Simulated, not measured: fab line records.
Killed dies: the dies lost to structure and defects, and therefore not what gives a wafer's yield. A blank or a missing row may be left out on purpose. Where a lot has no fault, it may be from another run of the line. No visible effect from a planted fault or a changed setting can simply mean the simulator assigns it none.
Which tool was responsible? + flow gf180mcu + Sampling: 11 lots, 33 wafers, 3 of 602 route steps

WHAT THE GAUGES SHOWED, per wafer
GF_V4_THK_MEAS_03.
| lot  | measured     | on            | V4_CVD_02_THK (nm) |
|------|--------------|---------------|--------------------|
| L630 | day 23 11:02 | film-metro-03 | 840 841 846        |
| L631 | day 23 16:24 | film-metro-04 | 835 833 855        |
| L633 | day 24 13:32 | film-metro-04 | 852 848 868        |
| L634 | day 24 21:29 | film-metro-01 | 859 873 857        |
| L635 | day 25 06:35 | film-metro-04 | 839 850 850        |
| L640 | day 26 21:27 | film-metro-04 | 848 858 863        |
| L642 | day 27 09:11 | film-metro-03 | 880 874 900        |
| L645 | day 28 11:58 | film-metro-01 | 878 883 895        |
| L646 | day 28 14:59 | film-metro-01 | 847 828 840        |
| L649 | day 29 10:47 | film-metro-04 | 843 847 859        |
| L653 | day 30 15:29 | film-metro-03 | 837 834 848        |

WHAT TOOL EACH LOT RAN ON (gives the tool, then ch and the chambers of the sampled wafers, and finally the start)
| lot  | GF_V3_ETCH_16                      | GF_V4_CVD_02                    |
|------|------------------------------------|---------------------------------|
| L630 | rie-diel-01 ch 0,1,3, day 22 10:11 | pecvd-01 ch 0,1,2, day 23 10:58 |
| L631 | rie-diel-04 ch 0,1, day 22 14:47   | pecvd-02 ch 0,1,2, day 23 16:20 |
| L633 | rie-diel-03 ch 1,2, day 23 12:40   | pecvd-03 ch 1,2, day 24 13:28   |
| L634 | rie-diel-04 ch 0,3, day 23 21:32   | pecvd-02 ch 1,2, day 24 21:25   |
| L635 | rie-diel-04 ch 0,2, day 24 06:30   | pecvd-01 ch 0,1, day 25 06:28   |
| L640 | rie-diel-01 ch 2,3, day 25 21:52   | pecvd-03 ch 0,2, day 26 21:22   |
| L642 | rie-diel-01 ch 0,1, day 26 10:14   | pecvd-03 ch 0,1,2, day 27 09:07 |
| L645 | rie-diel-01 ch 0,2,3, day 27 12:09 | pecvd-03 ch 0,1,2, day 28 11:54 |
| L646 | rie-diel-01 ch 1,2,3, day 27 17:38 | pecvd-01 ch 0,1,2, day 28 14:54 |
| L649 | rie-diel-04 ch 0,1,2, day 28 12:55 | pecvd-01 ch 1,2, day 29 10:43   |
| L653 | rie-diel-04 ch 0,1,2, day 29 18:14 | pecvd-01 ch 0,2, day 30 15:26   |
- GF_V3_ETCH_16: etches BARC in N2/H2.
- GF_V4_CVD_02: deposits SiO2 from TEOS, target thk 850 nm, time 94.851 s.

THE ANSWER, worked out from the rows above alone
Rule: the usual values come from the lots themselves. Put in order of their means at a reading, lots are off if they are a third of the lots or fewer, leave a main group of 4 or more, and stand apart from it by a gap of 3 or more times the standard deviation of the main group's means; of several such gaps the widest counts. Not used: any main group whose means are identical at the precision the tables above print for the reading. Also off: a lot with no number at a reading for which 4 or more lots have one. All remaining lots with rows at the step are treated as sound.
No lot is off on any of the readings shown, so nothing can be concluded from this.

WHAT WAS PUT IN BY THE SIMULATOR
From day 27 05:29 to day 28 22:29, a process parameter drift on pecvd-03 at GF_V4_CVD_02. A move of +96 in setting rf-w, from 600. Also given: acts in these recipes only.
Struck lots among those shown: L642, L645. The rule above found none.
